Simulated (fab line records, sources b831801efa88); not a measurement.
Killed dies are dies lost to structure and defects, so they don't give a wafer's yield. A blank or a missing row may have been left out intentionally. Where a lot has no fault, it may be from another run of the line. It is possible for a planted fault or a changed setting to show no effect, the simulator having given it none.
Which tool did it? | flow sky130 | 12 lots (36 wafers sampled), 1 step of a 708-step route

== WHAT THE GAUGES READ, wafer by wafer ==
SKY_VIA1_THK_MEAS_01.
lot  | measured     | on            | VIA1_HDPCVD_THK (nm)
L075 | day 32 21:19 | film_metro-04 | 1018 1024 1058
L077 | day 33 12:56 | film_metro-01 | 1033 1044 1026
L079 | day 34 11:26 | film_metro-04 | 1038 1029 1027
L081 | day 34 21:31 | film_metro-03 | 1027 1020 1048
L082 | day 36 08:38 | film_metro-04 | 1022 1015 1018
L084 | day 36 11:01 | film_metro-04 | 1018 1035 1034
L087 | day 36 23:26 | film_metro-01 | 1024 1024 1020
L089 | day 37 19:58 | film_metro-04 | 1025 994 1013
L092 | day 38 06:30 | film_metro-01 | 1041 1024 1035
L093 | day 38 13:04 | film_metro-01 | 1020 1021 1019
L095 | day 39 00:34 | film_metro-01 | 1048 1007 1004
L097 | day 39 15:17 | film_metro-03 | 1034 1026 1039

== WHICH TOOL RAN EACH LOT (tool, then ch and the chambers of the sampled wafers, then the start) ==
The record holds no process step before these readings.

== THE ANSWER, worked out from the rows above alone ==
Rule: the usual values come from the lots themselves. Put in order of their means at a reading, lots are off if they are a third of the lots or fewer, leave a main group of 4 or more, and stand apart from it by a gap of 3 or more times the standard deviation of the main group's means; of several such gaps the widest counts. A main group is skipped when, at the precision printed for the reading in the tables above, its means are all equal. Also off: a lot with no number at a reading for which 4 or more lots have one. Where the step has rows for the other lots, those lots are counted as sound.
No lot is off on any of the readings shown, so nothing can be concluded from this.

== WHAT HAD BEEN PUT IN BY THE SIMULATOR ==
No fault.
